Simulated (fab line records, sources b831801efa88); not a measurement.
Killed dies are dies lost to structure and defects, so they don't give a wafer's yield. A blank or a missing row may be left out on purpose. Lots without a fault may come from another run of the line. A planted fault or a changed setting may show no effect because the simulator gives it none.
A struck lot beside a sound one | flow sky130 | 43 steps out of a route of 708
Sound: wafers L484.3, L484.4, L484.6. Struck: wafers L489.1, L489.2, L489.5. The cause comes at the end.
At each step with rows: each side's tool, then ch and its chambers, then its first start. Under that, the readings that differ: sound wafers | struck wafers | difference of the means | sigmas: that difference in standard deviations of wafers without a fault.
alike: readings whose means differ by less than 2 such deviations, and words and numbers that are the same on both sides. not compared: withheld readings, readings that some wafer has no value for, bounds like >300 that may hide the same value, and numbers for which the record gives no deviation and whose values overlap.
The two part at a step that has a row with sigmas, a row that says differs or no value, or rows on one side only. Numbers that don't overlap but have no deviation are shown without sigmas and don't part them. A reading that every wafer of one side lacks parts them only if that side has two wafers or more.

SKY_POLY_GATE_THK_MEAS_01:
  sound on film_metro-03, day 15 06:31; struck on film_metro-01, day 16 13:47
  alike: POLY_GATE_CVD_00_THK
then, 8 steps without rows for these wafers: SKY_RES_PROTECT_DEHYDRATE_00 (time 60 s); SKY_RES_PROTECT_HMDS_01 (prime time 60 s); SKY_RES_PROTECT_COAT_02 (resist thk 1123 nm); SKY_RES_PROTECT_SOFTBAKE_03 (time 60 s); SKY_RES_PROTECT_EXPOSE_04 (exposes mask RPM, target cd 1270 nm); SKY_RES_PROTECT_PEB_05; SKY_RES_PROTECT_DEVELOP_06 (develop time 60 s); SKY_POLY_GATE_IMPLANT_02.
SKY_RES_PROTECT_STRIP_07: strips in O2/N2.
  sound on plasma_asher-03 ch 0,1, day 16 09:20; struck on plasma_asher-02 ch 0,1, day 17 17:59
  alike: drypump_motor_current_A, oes_product_au, strip_time_to_endpoint_s
  not compared: rf_hours_counter_h
SKY_RES_PROTECT_TW_MEAS_08:
  sound on film_metro-04, day 16 09:25; struck on film_metro-01, day 17 18:05
  alike: POLY_GATE_TW
then, 1 step without rows for these wafers: SKY_RES_PROTECT_CLEAN_09 (cleans in SC1/SC2, time 150 s).
SKY_POLY_GATE_CVD_03: deposits Si3N4 from DCS/NH3, target thk 75 nm, time 1290 s.
  sound on lpcvd-02 ch 1, day 16 10:58; struck on lpcvd-02 ch 1, day 17 19:52
  alike: zone_power_bottom_pct
SKY_POLY_GATE_THK_MEAS_04:
  sound on film_metro-04, day 16 13:02; struck on film_metro-04, day 17 21:14
  alike: POLY_GATE_CVD_03_THK
then, 8 steps without rows for these wafers: SKY_POLY_GATE_DEHYDRATE_05 (time 60 s); SKY_POLY_GATE_HMDS_06 (prime time 60 s); SKY_POLY_GATE_COAT_07 (resist thk 110 nm); SKY_POLY_GATE_COAT_08 (resist thk 450 nm); SKY_POLY_GATE_SOFTBAKE_09 (time 90 s); SKY_POLY_GATE_EXPOSE_10 (exposes mask P1M, target cd 150 nm); SKY_POLY_GATE_PEB_11; SKY_POLY_GATE_DEVELOP_12 (develop time 60 s).
SKY_POLY_GATE_CD_MEAS_13: target cd 150 nm.
  sound on cd_sem-01, day 17 17:17; struck on cd_sem-02, day 19 04:08
  alike: cd_nm
SKY_POLY_GATE_OVL_MEAS_14:
  sound on overlay-01, day 17 17:23; struck on overlay-02, day 19 04:15
  alike: POLY_GATE_OVL
SKY_POLY_GATE_ETCH_15: etches BARC in N2/H2, stops on SiO2, time 118.5 s, target depth 110 nm.
  sound on rie_diel-03 ch 0,1, day 17 17:25; struck on rie_diel-03 ch 2,3, day 19 04:17
  alike: drypump_motor_current_A, oes_product_au, throttle_valve_pct
  not compared: rf_hours_counter_h
SKY_POLY_GATE_ETCH_16: etches Si3N4 in CH3F/O2, stops on poly-Si, time 147.5 s, target depth 75 nm.
  sound on rie_diel-03 ch 0,1, day 17 17:29; struck on rie_diel-03 ch 2,3, day 19 04:22
  alike: drypump_motor_current_A, oes_product_au, throttle_valve_pct
  not compared: rf_hours_counter_h
SKY_POLY_GATE_ETCH_17: etches poly-Si in HBr/Cl2, stops on SiO2, target depth 180 nm, time 70.5 s.
  sound on rie_si-02 ch 0,2,3, day 17 17:35; struck on rie_si-02 ch 1,2, day 19 04:28
  alike: drypump_motor_current_A, oes_product_au, throttle_valve_pct
  not compared: rf_hours_counter_h
SKY_POLY_GATE_STRIP_18: strips in O2/N2.
  sound on plasma_asher-04 ch 0,1, day 17 17:41; struck on plasma_asher-01 ch 0,1, day 19 04:31
  alike: drypump_motor_current_A, oes_product_au, strip_time_to_endpoint_s
  not compared: rf_hours_counter_h
then, 2 steps without rows for these wafers: SKY_POLY_GATE_CLEAN_19 (cleans in SC1/SC2, time 150 s); SKY_POLY_GATE_OXIDATION_20 (stabilise 600 s, purge 300 s, target thk 4 nm).
SKY_POLY_GATE_THK_MEAS_21:
  sound on film_metro-01, day 17 20:43; struck on film_metro-03, day 19 10:04
  alike: POLY_GATE_OXIDATION_THK
SKY_POLY_GATE_CD_MEAS_22:
  sound on cd_sem-02, day 17 20:48; struck on cd_sem-01, day 19 10:08
  alike: cd_nm
then, 7 steps without rows for these wafers: SKY_LDD_N_DEHYDRATE_00 (time 60 s); SKY_LDD_N_HMDS_01 (prime time 60 s); SKY_LDD_N_COAT_02 (resist thk 300 nm); SKY_LDD_N_SOFTBAKE_03 (time 60 s); SKY_LDD_N_EXPOSE_04 (exposes mask NTM, target cd 840 nm); SKY_LDD_N_PEB_05; SKY_LDD_N_DEVELOP_06 (develop time 60 s).
SKY_LDD_N_OVL_MEAS_07:
  sound on overlay-02, day 19 03:46; struck on overlay-01, day 20 17:07
  alike: LDD_N_OVL
then, 2 steps without rows for these wafers: SKY_LDD_N_IMPLANT_08; SKY_LDD_N_IMPLANT_09.
-- the record jumps here: 27 days lie between the struck wafers' starts before and after (it left off in module LDD_N and takes up again in module PAD_OPEN, whose first step shown is number 708 of the route) --
SKY_PAD_OPEN_PROBE_99:
  sound on prober-01, day 46 17:39; struck on prober-01, day 47 14:47
  reading             | sound     | struck      | difference | sigmas
  killed_at_front_end | 17 16 22  | 61 55 51    | +37        | +9
  killed_dies         | 96 112 94 | 133 113 127 | +24        | +3
  killed_on_rim       | 17 22 17  | 32 21 34    | +10        | +3
  alike: killed_at_M0_to_M3, killed_at_M4_up, killed_at_contacts, killed_at_other, killed_open, killed_short

WHERE THEY PART
Only at SKY_PAD_OPEN_PROBE_99, within this record.

WHY: what the simulator had put in
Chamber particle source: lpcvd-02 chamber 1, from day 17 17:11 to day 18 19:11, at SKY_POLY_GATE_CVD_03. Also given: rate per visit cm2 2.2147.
